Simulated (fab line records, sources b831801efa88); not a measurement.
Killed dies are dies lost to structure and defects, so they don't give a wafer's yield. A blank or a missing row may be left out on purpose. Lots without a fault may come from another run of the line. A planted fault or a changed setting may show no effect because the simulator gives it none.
fab line records | flow sky130
record lots=5 wafers=15 last_day=50
route steps=708 shown VIA2@525 METAL3@532 CAPM@537 PAD_OPEN@708
lots that met no fault: from a run of the same line without faults
start_h: hours from the record's first day to the start of the lot's first wafer shown | wait_h: hours since the lot's step before | " the same as in the row above | L1.1+2: a row that stands for several wafers | - no value, or no start given | * or withheld: withheld | < > ~ a bound
route shown NAME@n: a module of which the file shows steps, and the number in the route of the first | usual: mean/standard deviation of fault-free wafers | same: alike in all rows | chamber/n: place in a boat | sites: the reading at each site | _std_site: their standard deviation | _edge_site: outer sites' mean less inner sites' | radius_mm: how far each site lies from the wafer's centre | mask NAME#n: copy n | behind: the tool/chamber that last shaped the wafer | hold: why the lot was held/for how many hours/how that ended | device: the transistor (n, p or np) that didn't switch | end of line: the same wafers' tests at the end of the route | a step without rows: its recipe alone | killed: dies lost to structure and defects at the first sort, not the wafer's yield | map: a wafer's dies, x killed, . not, _ none there
set.NAME: the setting as run; set.NAME@STEP: as run at that earlier step | model.NAME: the simulator's own value behind a step, which no gauge read
lots at some steps of the route; a table a step, a row a wafer
services: from which hour (start_h, from the record's first day; less than 0 if before it) a tool's chamber was out of use, for how many hours, and why
## steps
# step SKY_VIA2_CLEAN_18
# recipe chemistry=IPA time_s=180 temp_c=25
# step SKY_VIA2_CLEAN_19
# recipe chemistry=O3/DIW dry=n2_spin
# step SKY_VIA2_SPUTTER_20
# recipe material=TiN target_thk_nm=20 chamber_pressure_pa=5 power_w=4000 time_s=80
# step SKY_VIA2_CVD_21
# recipe material=W target_thk_nm=420 time_s=126.4 temp_c=400 pressure_torr=40
# step SKY_VIA2_RS_MEAS_22
# recipe thk_meas_gauge=four-point-probe reads=W_of_VIA2_CVD_21+TiN_of_VIA2_SPUTTER_20
# usual VIA2_W_RS=0.270/0.0031
# columns lot.wafer tool chamber start_h wait_h VIA2_W_RS[ohm/sq]
L658.1 film_metro-04 - 878.56 0.1 0.269
L658.5 " - " " 0.275
L658.6 " - " " 0.272
L660.1 film_metro-04 - 893.89 0.1 0.273
L660.5 " - " " 0.273
L660.6 " - " " 0.272
L661.4 film_metro-03 - 901.14 0.1 0.267
L661.5 " - " " 0.272
L661.6 " - " " 0.266
L667.2 film_metro-03 - 939.40 0.1 0.270
L667.3 " - " " 0.267
L667.5 " - " " 0.271
L677.2 film_metro-02 - 1008.08 0.1 0.270
L677.4 " - " " 0.269
L677.6 " - " " 0.268
# step SKY_VIA2_THK_MEAS_23
# recipe thk_meas_gauge=xrf reads=W_of_VIA2_CVD_21
# usual VIA2_W_THK=455/9.6
# columns lot.wafer tool chamber start_h wait_h VIA2_W_THK[nm]
L658.1 film_metro-04 - 878.68 0.1 450
L658.5 " - " " 438
L658.6 " - " " 441
L660.1 film_metro-04 - 894.01 0.1 444
L660.5 " - " " 445
L660.6 " - " " 443
L661.4 film_metro-03 - 901.23 0.1 467
L661.5 " - " " 458
L661.6 " - " " 462
L667.2 film_metro-03 - 939.51 0.1 451
L667.3 " - " " 456
L667.5 " - " " 457
L677.2 film_metro-02 - 1008.19 0.1 460
L677.4 " - " " 460
L677.6 " - " " 464
# step SKY_VIA2_CMP_24
# recipe stop_on=SiO2 t_overpolish_s=20 down_force_psi=3.5 platen_rpm=60 target_thk_nm=0 pad_velocity_m_s=0.94248
# usual motor_current_A=11.3/1.1 overpolish_run_s=20.002/0.0087 time_to_endpoint_s=106/6
# columns lot.wafer tool chamber start_h wait_h motor_current_A overpolish_run_s time_to_endpoint_s
L658.1 cmp-01 0 878.84 0.1 12.5 19.993 106
L658.5 " 2 " " 11.5 19.996 108
L658.6 " 3 " " 11.9 20.008 93
L660.1 cmp-01 1 894.07 0.1 11.4 19.995 104
L660.5 " 1 " " 11.8 20.005 103
L660.6 " 2 " " 11.2 19.988 106
L661.4 cmp-01 3 901.41 0.2 11.8 20.000 95
L661.6 " 0 " " 11.9 19.996 108
L661.5 " 1 " " 11.7 19.989 103
L667.3 cmp-02 2 939.66 0.1 10.3 20.007 116
L667.2 " 3 " " 8.6 20.013 113
L667.5 " 0 " " 12.5 19.999 102
L677.2 cmp-01 1 1008.24 0.0 11.4 19.989 110
L677.4 " 0 " " 11.7 19.996 111
L677.6 " 2 " " 11.5 20.008 116
# step SKY_METAL3_SPUTTER_00
# recipe material=Ti target_thk_nm=15 power_w=3000 time_s=10 chamber_pressure_pa=0.4
# step SKY_METAL3_SPUTTER_01
# recipe material=TiN target_thk_nm=20 power_w=6500 time_s=16.7 chamber_pressure_pa=0.4
# step SKY_METAL3_SPUTTER_02
# recipe material=AlCu target_thk_nm=735 power_w=10600 time_s=39.1 chamber_pressure_pa=0.4
# usual throttle_valve_pct=29.8/1.2
# columns lot.wafer tool chamber start_h wait_h throttle_valve_pct
L658.1 pvd_sputter-03 - 879.09 0.0 31.3
L658.5 " - " " 28.9
L658.6 " - " " 31.4
L660.1 pvd_sputter-03 - 894.42 0.0 29.1
L660.5 " - " " 30.9
L660.6 " - " " 30.2
L661.4 pvd_sputter-01 - 901.61 0.0 30.0
L661.5 " - " " 31.3
L661.6 " - " " 28.8
L667.2 pvd_sputter-03 - 939.91 0.0 29.0
L667.3 " - " " 31.2
L667.5 " - " " 29.0
L677.2 pvd_sputter-01 - 1008.58 0.0 28.0
L677.4 " - " " 31.5
L677.6 " - " " 31.5
# step SKY_METAL3_SPUTTER_03
# recipe material=Ti target_thk_nm=5 power_w=3000 time_s=3.3 chamber_pressure_pa=0.4
# step SKY_METAL3_SPUTTER_04
# recipe material=TiN target_thk_nm=70 power_w=6500 time_s=58.3 chamber_pressure_pa=0.4
# step SKY_CAPM_CVD_00
# recipe material=SiO2 target_thk_nm=15.5 temp_c=400 time_s=withheld rf_w=450
# usual heater_power_w=712/77
# columns lot.wafer tool chamber start_h wait_h heater_power_w model.SiO2_of_CAPM_CVD_00.thk_nm
L658.1 pecvd-01 2 879.19 0.0 643 15.12
L658.5 " 0 " " 787 15.54
L658.6 " 1 " " 835 15.51
L660.1 pecvd-03 2 894.54 0.0 729 15.34
L660.5 " 1 " " 822 15.99
L660.6 " 0 " " 724 16.06
L661.4 pecvd-02 0 901.73 0.0 629 15.19
L661.5 " 2 " " 627 15.71
L661.6 " 1 " " 665 15.7
L667.2 pecvd-02 2 940.01 0.0 635 15.35
L667.3 " 0 " " 675 15.65
L667.5 " 0 " " 667 15.64
L677.2 pecvd-01 0 1008.69 0.0 769 5.66
L677.4 " 1 " " 818 15.43
L677.6 " 2 " " 663 15.91
# step SKY_CAPM_THK_MEAS_01
# recipe reads=SiO2_of_CAPM_CVD_00
# usual CAPM_CVD_00_THK=15.55/0.26
# columns lot.wafer tool chamber start_h wait_h hold CAPM_CVD_00_THK[nm]
L658.1 film_metro-02 - 879.21 - - 15.15
L658.5 " - " " - 15.53
L658.6 " - " " - 15.53
L660.1 film_metro-02 - 894.56 - - 15.33
L660.5 " - " " - 16.00
L660.6 " - " " - 16.05
L661.4 film_metro-03 - 901.77 - - 15.18
L661.5 " - " " - 15.67
L661.6 " - " " - 15.67
L667.2 film_metro-01 - 940.06 - - 15.33
L667.3 " - " " - 15.60
L667.5 " - " " - 15.62
L677.2 film_metro-01 - 1008.72 - await_dispo/0.2h/release 5.59
L677.4 " - " " await_dispo/0.2h/release 15.45
L677.6 " - " " await_dispo/0.2h/release 15.93
L677.2 film_metro-01 - 1009.05 0.3 - 5.69
L677.4 " - " " - 15.47
L677.6 " - " " - 15.88
# step SKY_CAPM_SPUTTER_02
# recipe material=TiN target_thk_nm=200 temp_c=300 power_w=6500 time_s=166.7 chamber_pressure_pa=0.4
# usual throttle_valve_pct=30.0/0.94
# columns lot.wafer tool chamber start_h wait_h hold throttle_valve_pct
L658.1 pvd_sputter-02 - 879.27 0.1 - 30.2
L658.5 " - " " - 28.7
L658.6 " - " " - 30.7
L660.1 pvd_sputter-04 - 894.62 0.1 - 30.2
L660.5 " - " " - 30.5
L660.6 " - " " - 30.2
L661.4 pvd_sputter-04 - 901.80 0.0 - 28.5
L661.5 " - " " - 30.2
L661.6 " - " " - 30.6
L667.2 pvd_sputter-02 - 940.11 0.0 - 30.3
L667.3 " - " " - 31.5
L667.5 " - " " - 29.6
L677.2 pvd_sputter-03 - 1011.09 2.0 await_dispo/2.0h/release 31.2
L677.4 " - " " await_dispo/2.0h/release 29.9
L677.6 " - " " await_dispo/2.0h/release 29.7
# step SKY_CAPM_RS_MEAS_03
# recipe thk_meas_gauge=four-point-probe reads=TiN_of_CAPM_SPUTTER_02
# usual CAPM_TIN_RS=6.96/0.089
# columns lot.wafer tool chamber start_h wait_h CAPM_TIN_RS[ohm/sq]
L658.1 film_metro-03 - 879.38 0.1 6.89
L658.5 " - " " 6.76
L658.6 " - " " 6.87
L660.1 film_metro-01 - 894.73 0.1 7.02
L660.5 " - " " 7.01
L660.6 " - " " 7.16
L661.4 film_metro-01 - 901.97 0.1 7.07
L661.5 " - " " 6.97
L661.6 " - " " 6.99
L667.2 film_metro-03 - 940.24 0.1 6.93
L667.3 " - " " 6.92
L667.5 " - " " 6.98
L677.2 film_metro-02 - 1011.28 0.1 6.91
L677.4 " - " " 6.92
L677.6 " - " " 7.02
# step SKY_CAPM_THK_MEAS_04
# recipe thk_meas_gauge=xrf reads=TiN_of_CAPM_SPUTTER_02
# usual CAPM_TIN_THK=198.3/2.8
# columns lot.wafer tool chamber start_h wait_h CAPM_TIN_THK[nm]
L658.1 film_metro-03 - 879.50 0.1 197.6
L658.5 " - " " 200.9
L658.6 " - " " 198.5
L660.1 film_metro-01 - 894.85 0.1 198.2
L660.5 " - " " 197.3
L660.6 " - " " 193.3
L661.4 film_metro-01 - 902.06 0.1 196.4
L661.5 " - " " 198.3
L661.6 " - " " 197.3
L667.2 film_metro-03 - 940.35 0.1 196.7
L667.3 " - " " 197.7
L667.5 " - " " 194.7
L677.2 film_metro-02 - 1011.39 0.1 200.0
L677.4 " - " " 200.2
L677.6 " - " " 197.1
# step SKY_CAPM_DEHYDRATE_05
# recipe temp_c=200 time_s=60
# step SKY_CAPM_HMDS_06
# recipe prime_time_s=60 prime_temp_c=120
# step SKY_CAPM_COAT_07
# recipe resist=NOVOLAK spin_rpm=3000 resist_thk_nm=1140
# step SKY_CAPM_SOFTBAKE_08
# recipe temp_c=90 time_s=60 resist=NOVOLAK
# step SKY_CAPM_EXPOSE_09
# recipe mask_id=CAPM na=0.6 source_shape=conventional sigma_outer=0.6 polarization=unpolarized target_cd_nm=1000 dose_mj=159
# step SKY_CAPM_PEB_10
# recipe temp_c=withheld time_s=* resist=NOVOLAK
# step SKY_CAPM_DEVELOP_11
# recipe resist=NOVOLAK developer=TMAH develop_time_s=60 dev_temp_c=23
# step SKY_CAPM_OVL_MEAS_12
# usual CAPM_OVL=0.3/1.4
# columns lot.wafer tool chamber start_h wait_h CAPM_OVL[nm]
L658.1 overlay-02 - 904.32 0.1 2.6
L658.5 " - " " 2.2
L658.6 " - " " 1.3
L660.1 overlay-02 - 919.22 0.1 1.4
L660.5 " - " " -1.3
L660.6 " - " " 0.4
L661.4 overlay-02 - 926.81 0.1 3.0
L661.5 " - " " -0.7
L661.6 " - " " 1.4
L667.2 overlay-02 - 965.05 0.1 1.0
L667.3 " - " " 0.7
L667.5 " - " " -0.4
L677.2 overlay-02 - 1031.50 0.1 -0.6
L677.4 " - " " 1.1
L677.6 " - " " -0.6
# step SKY_CAPM_METAL_ETCH_13
# recipe target_depth_nm=220 stop_on=SiO2 chemistry=Cl2/BCl3 target=TiN pressure_mtorr=10 icp_w=900 bias_w=48.5 Cl2_flow_sccm=60 bcl3_flow_sccm=30 time_s=62.9
# step SKY_CAPM_STRIP_14
# recipe chemistry=O2/N2 power_w=1400 pressure_mtorr=1500 platen_temp_c=withheld o2_flow_sccm=3000 n2_flow_sccm=300 overash_fraction=0.5
# step SKY_CAPM_STRIP_15
# recipe chemistry=post_etch_residue_remover time_s=1200 temp_c=72.5
# step SKY_CAPM_CLEAN_16
# recipe chemistry=IPA time_s=180 temp_c=25
# step SKY_CAPM_CLEAN_17
# recipe chemistry=O3/DIW dry=n2_spin
# step SKY_METAL3_DEHYDRATE_05
# recipe temp_c=200 time_s=60
# step SKY_METAL3_HMDS_06
# recipe prime_time_s=60 prime_temp_c=120
# step SKY_METAL3_COAT_07
# recipe resist=BARC temp_c=withheld time_s=withheld spin_rpm=3000 resist_thk_nm=60
# step SKY_METAL3_COAT_08
# recipe resist=KrF-thick spin_rpm=3000 resist_thk_nm=1140
# step SKY_METAL3_SOFTBAKE_09
# recipe temp_c=100 time_s=90 resist=KrF-thick
# step SKY_METAL3_EXPOSE_10
# recipe mask_id=MM3 na=0.68 source_shape=annular sigma_inner=0.4 sigma_outer=0.8 target_cd_nm=300 dose_mj=28
# step SKY_METAL3_PEB_11
# recipe peb_temp_c=withheld peb_time_s=withheld resist=KrF-thick
# step SKY_METAL3_DEVELOP_12
# recipe develop_time_s=60 resist=KrF-thick dev_temp_c=21
# step SKY_METAL3_CD_MEAS_13
# recipe target_cd_nm=300
# usual cd_nm=299.8/1.5
# columns lot.wafer tool chamber start_h wait_h cd_nm
L658.1 cd_sem-02 - 930.39 - 300.0
L658.5 " - " " 299.1
L658.6 " - " " 299.4
L660.1 cd_sem-01 - 944.76 - 299.7
L660.5 " - " " 300.4
L660.6 " - " " 298.8
L661.4 cd_sem-01 - 952.40 - 299.2
L661.5 " - " " 298.9
L661.6 " - " " 297.9
L667.2 cd_sem-01 - 989.76 - 302.4
L667.3 " - " " 301.3
L667.5 " - " " 302.3
L677.2 cd_sem-02 - 1054.61 - 300.4
L677.4 " - " " 300.8
L677.6 " - " " 301.8
# step SKY_METAL3_OVL_MEAS_14
# usual METAL3_OVL=0/5.3
# columns lot.wafer tool chamber start_h wait_h METAL3_OVL[nm]
L658.1 overlay-02 - 930.51 0.1 8
L658.5 " - " " 10
L658.6 " - " " 11
L660.1 overlay-01 - 944.88 0.1 -10
L660.5 " - " " -7
L660.6 " - " " -10
L661.4 overlay-02 - 952.48 0.1 -4
L661.5 " - " " -3
L661.6 " - " " -5
L667.2 overlay-01 - 989.87 0.1 -4
L667.3 " - " " 5
L667.5 " - " " 1
L677.2 overlay-02 - 1054.72 0.1 2
L677.4 " - " " 5
L677.6 " - " " 5
# step SKY_METAL3_DESCUM_15
# recipe chemistry=O2 source_power_w=150 bias_power_w=0 pressure_mtorr=10 temp_c=40 time_s=8
# usual drypump_motor_current_A=5.6/0.34 oes_product_au=1.001/0.009
# columns lot.wafer tool chamber start_h wait_h drypump_motor_current_A oes_product_au rf_hours_counter_h
L658.1 rie_metal-01 1 930.55 0.0 5.2 1.000 12
L658.5 " 0 " " 5.7 1.006 -
L658.6 " 1 " " 5.2 0.991 -
L660.1 rie_metal-01 0 944.91 0.0 5.6 1.013 11
L660.5 " 1 " " 5.2 1.002 -
L660.6 " 0 " " 5.6 1.019 -
L661.4 rie_metal-03 0 952.51 0.0 5.4 0.998 -
L661.5 " 1 " " 6.2 1.008 -
L661.6 " 0 " " 5.3 0.999 -
L667.2 rie_metal-02 0 989.90 0.0 5.8 0.996 16
L667.3 " 0 " " 5.8 1.001 -
L667.5 " 0 " " 5.8 0.992 -
L677.2 rie_metal-02 1 1054.75 0.0 5.8 0.991 9
L677.4 " 1 " " 5.8 0.993 -
L677.6 " 1 " " 5.8 0.992 -
# step SKY_METAL3_ETCH_16
# recipe chemistry=N2/H2 target=BARC ion_energy_ev=200 bias_w=100 pressure_mtorr=30 n2_flow_sccm=100 h2_flow_sccm=200 icp_w=500 stop_on=SiO2 time_s=88.2 target_depth_a=600
# usual drypump_motor_current_A=5.7/0.34 h2_flow_sccm=200.0/0.54 oes_product_au=0.625/0.0039 throttle_valve_pct=13.205/0.0091
# columns lot.wafer tool chamber start_h wait_h drypump_motor_current_A h2_flow_sccm oes_product_au rf_hours_counter_h throttle_valve_pct
L658.1 rie_metal-01 1 930.58 0.0 5.2 199.7 0.626 12 13.207
L658.5 " 0 " " 5.7 200.9 0.621 - 13.196
L658.6 " 1 " " 5.2 200.0 0.621 - 13.211
L660.1 rie_metal-01 0 944.94 0.0 5.7 199.9 0.625 11 13.207
L660.5 " 1 " " 5.2 199.7 0.627 - 13.201
L660.6 " 0 " " 5.7 199.2 0.623 - 13.202
L661.4 rie_metal-03 0 952.56 0.0 5.3 200.6 0.625 - 13.203
L661.5 " 1 " " 6.2 201.3 0.626 - 13.214
L661.6 " 0 " " 5.3 200.4 0.622 - 13.222
L667.2 rie_metal-02 0 989.93 0.0 5.8 199.4 0.621 16 13.195
L667.3 " 0 " " 5.8 199.6 0.621 - 13.201
L667.5 " 0 " " 5.8 200.4 0.625 - 13.205
L677.2 rie_metal-02 1 1054.78 0.0 5.8 199.7 0.626 9 13.204
L677.4 " 1 " " 5.8 200.5 0.620 - 13.199
L677.6 " 1 " " 5.8 200.3 0.623 - 13.188
# step SKY_METAL3_ETCH_17
# recipe target=SiO2 stop_on=TiN chemistry=C4F8/O2/Ar source_w=1500 bias_w=1200 pressure_mtorr=40 c4f8_flow_sccm=withheld O2_flow_sccm=6 Ar_flow_sccm=300 time_s=3.9 target_depth_a=150
# usual oes_product_au=0.756/0.0078
# columns lot.wafer tool chamber start_h wait_h oes_product_au rf_hours_counter_h model.etch.depth_nm
L658.1 rie_diel-02 0 930.68 0.1 0.749 15 15.12
L658.5 " 0 " " 0.760 - 15.54
L658.6 " 3 " " 0.749 - 15.51
L660.1 rie_diel-02 2 945.04 0.1 0.752 3 15.34
L660.5 " 0 " " 0.765 - 15.99
L660.6 " 1 " " 0.768 - 16.06
L661.4 rie_diel-04 3 952.63 0.0 0.742 17 15.19
L661.5 " 3 " " 0.752 - 15.71
L661.6 " 2 " " 0.757 - 15.7
L667.2 rie_diel-03 2 990.03 0.1 0.744 0 15.35
L667.3 " 3 " " 0.764 6 15.65
L667.5 " 3 " " 0.753 - 15.64
L677.2 rie_diel-03 3 1054.88 0.1 0.510 7 5.66
L677.4 " 1 " " 0.758 24 15.43
L677.6 " 3 " " 0.762 - 15.91
# step SKY_PAD_OPEN_PROBE_99
# usual defect_limited_yield=82.4/2 killed_at_M0_to_M3=43/6.7 killed_at_M4_up=3.2/2.1 killed_at_contacts=25/5.9 killed_at_front_end=16/4.7 killed_at_other=0.3/0.54 killed_dies=87/9.8 killed_open=47/6.7 killed_short=40/6.5
# same gross_dies=492 killed_at_back_side=0
# columns lot.wafer tool chamber start_h wait_h defect_limited_yield[%] killed_at_M0_to_M3 killed_at_M4_up killed_at_contacts killed_at_front_end killed_at_other killed_dies killed_open killed_short model.etest.tester.sort_n_pass model.etest.tester.sort_yield_pct model.etest.tester.sort_bin_4_pct model.etest.cap_mim.bv_v model.etest.cap_mim.leak_log10_a_cm2 model.etest.cap_mim.c_ff_um2 model.etest.cap_mim.c_ff_um2_rim_less_centre model.etest.tester.sort_bin_8_pct
L658.1 prober-02 - 1101.51 0.1 85.6 36 0 23 12 0 71 44 27 421 85.57 0 13.56 -8.901 2.398 -0.09487 0
L658.5 prober-02 - 1101.71 0.2 82.7 33 7 32 13 0 85 44 41 407 82.72 0 14.11 -9.032 2.348 -0.002849 0
L658.6 prober-02 - 1101.76 0.2 82.3 44 5 15 23 0 87 46 41 405 82.32 0 13.59 -8.931 2.355 -0.01675 0
L660.1 prober-01 - 1114.51 0.1 83.3 42 4 20 16 0 82 47 35 410 83.33 0 13.09 -8.863 2.361 0.02098 0
L660.5 prober-01 - 1114.71 0.2 82.7 36 3 26 20 0 85 45 40 407 82.72 0 14.97 -9.233 2.27 0.003405 0
L660.6 prober-01 - 1114.76 0.2 80.5 41 4 33 16 2 96 48 48 396 80.49 0 14.37 -9.335 2.258 -0.03504 0
L661.4 prober-02 - 1119.39 0.2 82.5 43 2 27 14 0 86 45 40 406 82.52 0 13.85 -8.89 2.394 -0.04945 0
L661.5 prober-02 - 1119.44 0.2 81.9 39 4 22 24 0 89 42 44 403 81.91 0 13.77 -8.997 2.323 0.01018 0
L661.6 prober-02 - 1119.49 0.2 83.5 42 1 22 16 0 81 41 38 411 83.54 0 14.46 -9.037 2.321 -0.003013 0
L667.2 prober-02 - 1150.74 0.1 82.5 44 2 24 16 0 86 49 36 406 82.52 0 14.1 -8.892 2.363 0.0156 0
L667.3 prober-02 - 1150.80 0.2 82.7 43 5 25 11 1 85 51 34 407 82.72 0 14.02 -9.03 2.323 0.001707 0
L667.5 prober-02 - 1150.89 0.2 80.3 43 2 28 23 1 97 50 47 395 80.28 0 13.82 -9.092 2.335 0.01945 0
L677.2 prober-02 - 1199.00 0.1 79.1 59 2 32 10 0 103 56 47 0 0 78.17 5.18 -1.958 6.375 -0.09473 3.701e-134
L677.4 prober-02 - 1199.10 0.2 85.6 28 0 27 14 2 71 35 36 421 85.57 0 13.39 -9.077 2.355 0.04302 0
L677.6 prober-02 - 1199.20 0.2 81.5 37 3 25 25 1 91 52 39 401 81.5 0 14.17 -9.168 2.268 -0.03356 0
# killed by level:class
L658.1 CONTACT:geometric_particle:open=13 VIA1:geometric_particle:open=10 METAL2:geometric_particle:short=5 VIA3:geometric_particle:open=5 VIA2:geometric_particle:short=4 VIA2:geometric_particle:open=4 LI_CONTACT:geometric_particle:short=3 LI_CONTACT:geometric_particle:open=3
L658.5 LI_CONTACT:geometric_particle:open=10 VIA1:geometric_particle:open=9 CONTACT:geometric_particle:open=7 CONTACT:geometric_particle:short=6 POLY_GATE:geometric_particle:short=5 METAL4:geometric_particle:short=5 LOCAL_INTERCONNECT:geometric_particle:short=5 VIA2:geometric_particle:open=5
L658.6 VIA1:geometric_particle:open=10 VIA2:geometric_particle:open=7 VIA3:geometric_particle:open=7 CONTACT:geometric_particle:open=6 FIELD_ISO:geometric_particle:open=5 POLY_GATE:geometric_particle:short=5 LOCAL_INTERCONNECT:geometric_particle:short=5 VIA1:geometric_particle:short=5
L660.1 VIA1:geometric_particle:open=12 CONTACT:geometric_particle:open=8 LI_CONTACT:geometric_particle:open=6 METAL2:geometric_particle:short=6 POLY_GATE:geometric_particle:open=5 VIA2:geometric_particle:open=5 POLY_GATE:geometric_particle:short=4 VIA3:geometric_particle:open=4
L660.5 VIA1:geometric_particle:open=10 LI_CONTACT:geometric_particle:open=7 CONTACT:geometric_particle:short=7 POLY_GATE:geometric_particle:open=6 VIA1:geometric_particle:short=5 LOCAL_INTERCONNECT:geometric_particle:short=4 CONTACT:geometric_particle:open=4 VIA2:geometric_particle:open=4
L660.6 VIA1:geometric_particle:open=14 CONTACT:geometric_particle:open=12 LI_CONTACT:geometric_particle:open=8 LI_CONTACT:geometric_particle:short=6 VIA1:geometric_particle:short=6 FIELD_ISO:geometric_particle:short=5 POLY_GATE:geometric_particle:short=5 METAL1:geometric_particle:short=5
L661.4 VIA1:geometric_particle:open=14 CONTACT:geometric_particle:short=10 METAL1:geometric_particle:short=9 LI_CONTACT:geometric_particle:open=8 CONTACT:geometric_particle:open=4 VIA3:geometric_particle:open=4 FIELD_ISO:geometric_particle:short=3 POLY_GATE:geometric_particle:short=3
L661.5 VIA1:geometric_particle:open=10 LI_CONTACT:geometric_particle:open=9 FIELD_ISO:geometric_particle:short=7 VIA3:geometric_particle:open=7 VIA1:geometric_particle:short=5 LI_CONTACT:geometric_particle:short=5 METAL1:geometric_particle:short=5 POLY_GATE:geometric_particle:short=4
L661.6 LI_CONTACT:geometric_particle:open=8 METAL1:geometric_particle:short=7 VIA1:geometric_particle:short=7 POLY_GATE:geometric_particle:open=6 VIA1:geometric_particle:open=6 VIA3:geometric_particle:open=6 CONTACT:geometric_particle:open=5 LOCAL_INTERCONNECT:geometric_particle:short=4
L667.2 VIA1:geometric_particle:open=19 LI_CONTACT:geometric_particle:open=8 CONTACT:geometric_particle:open=7 METAL2:geometric_particle:short=6 VIA2:geometric_particle:open=5 FIELD_ISO:geometric_particle:open=4 POLY_GATE:geometric_particle:short=4 LOCAL_INTERCONNECT:geometric_particle:short=4
L667.3 CONTACT:geometric_particle:open=13 VIA1:geometric_particle:open=9 LI_CONTACT:geometric_particle:open=6 METAL1:geometric_particle:short=6 VIA2:geometric_particle:open=6 VIA3:geometric_particle:open=5 FIELD_ISO:geometric_particle:open=4 POLY_GATE:geometric_particle:short=4
L667.5 CONTACT:geometric_particle:open=12 FIELD_ISO:geometric_particle:open=7 VIA1:geometric_particle:open=7 FIELD_ISO:geometric_particle:short=6 VIA3:geometric_particle:open=6 POLY_GATE:geometric_particle:short=6 LI_CONTACT:geometric_particle:open=6 LOCAL_INTERCONNECT:geometric_particle:short=5
L677.2 VIA1:geometric_particle:open=16 LI_CONTACT:geometric_particle:open=10 CONTACT:geometric_particle:open=10 VIA2:geometric_particle:open=9 METAL2:geometric_particle:short=6 CONTACT:geometric_particle:short=5 METAL1:geometric_particle:short=5 VIA1:geometric_particle:short=5
L677.4 VIA1:geometric_particle:open=10 CONTACT:geometric_particle:open=8 POLY_GATE:geometric_particle:open=5 CONTACT:geometric_particle:short=5 VIA1:geometric_particle:short=5 FIELD_ISO:geometric_particle:short=4 POLY_GATE:geometric_particle:short=4 LI_CONTACT:geometric_particle:open=4
L677.6 LI_CONTACT:geometric_particle:open=11 VIA1:geometric_particle:open=8 VIA2:geometric_particle:open=8 POLY_GATE:geometric_particle:short=7 POLY_GATE:geometric_particle:open=5 VIA1:geometric_particle:short=5 LOCAL_INTERCONNECT:geometric_particle:short=5 CONTACT:geometric_particle:open=5
## services
# columns tool chamber start_h hours kind
rie_diel-02 3 855.26 2.9 repair
pvd_sputter-03 - 855.34 1.8 repair
rie_diel-03 - 861.77 1.4 repair
rie_diel-03 - 886.14 3.2 repair
rie_diel-03 1 888.87 10.9 repair
pvd_sputter-01 - 890.16 9.0 repair
pecvd-02 - 890.60 2.1 repair
pecvd-02 - 894.51 6.0 pm
rie_diel-03 2 898.28 5.9 repair
cmp-01 - 912.24 4.0 pm
rie_diel-03 - 917.42 1.2 repair
pecvd-01 0 921.39 5.8 repair
rie_diel-03 2 926.21 9.5 repair
pecvd-02 - 928.39 5.5 pm
pecvd-02 1 935.99 22.5 repair
rie_diel-02 2 949.96 18.0 repair
pvd_sputter-04 - 950.52 1.9 repair
rie_metal-03 1 956.61 16.4 repair
pvd_sputter-04 - 993.66 4.9 repair
pecvd-01 - 1003.44 0.3 repair
rie_diel-02 1 1003.99 8.1 repair
pvd_sputter-03 - 1019.12 0.8 repair
rie_diel-02 - 1019.92 0.9 repair
rie_diel-03 - 1024.52 27.2 repair
## key
first_sign step=SKY_CAPM_THK_MEAS_01 reading=visit direction=added
effect step=SKY_CAPM_THK_MEAS_01 reading=CAPM_CVD_00_THK direction=down sigmas=39 usual=15.55 struck=5.59
effect step=SKY_METAL3_ETCH_17 reading=oes_product_au direction=down sigmas=31 usual=0.756 struck=0.510
model_effect step=SKY_CAPM_CVD_00 value=SiO2_of_CAPM_CVD_00.thk_nm without=15.34 struck=5.66
model_effect step=SKY_METAL3_ETCH_17 value=etch.depth_nm without=15.34 struck=5.66
model_effect step=SKY_PAD_OPEN_PROBE_99 value=etest.tester.sort_n_pass without=389 struck=0
met_at SKY_CAPM_CVD_00
struck_wafers L677.2
onset_between 879.19 1008.69
fault kind=process_parameter_drift tool=pecvd-01 chamber=0 onset_h=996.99 steps=SKY_CAPM_CVD_00 channel=time_s offset=withheld shape=step end_h=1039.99 acts_in=*
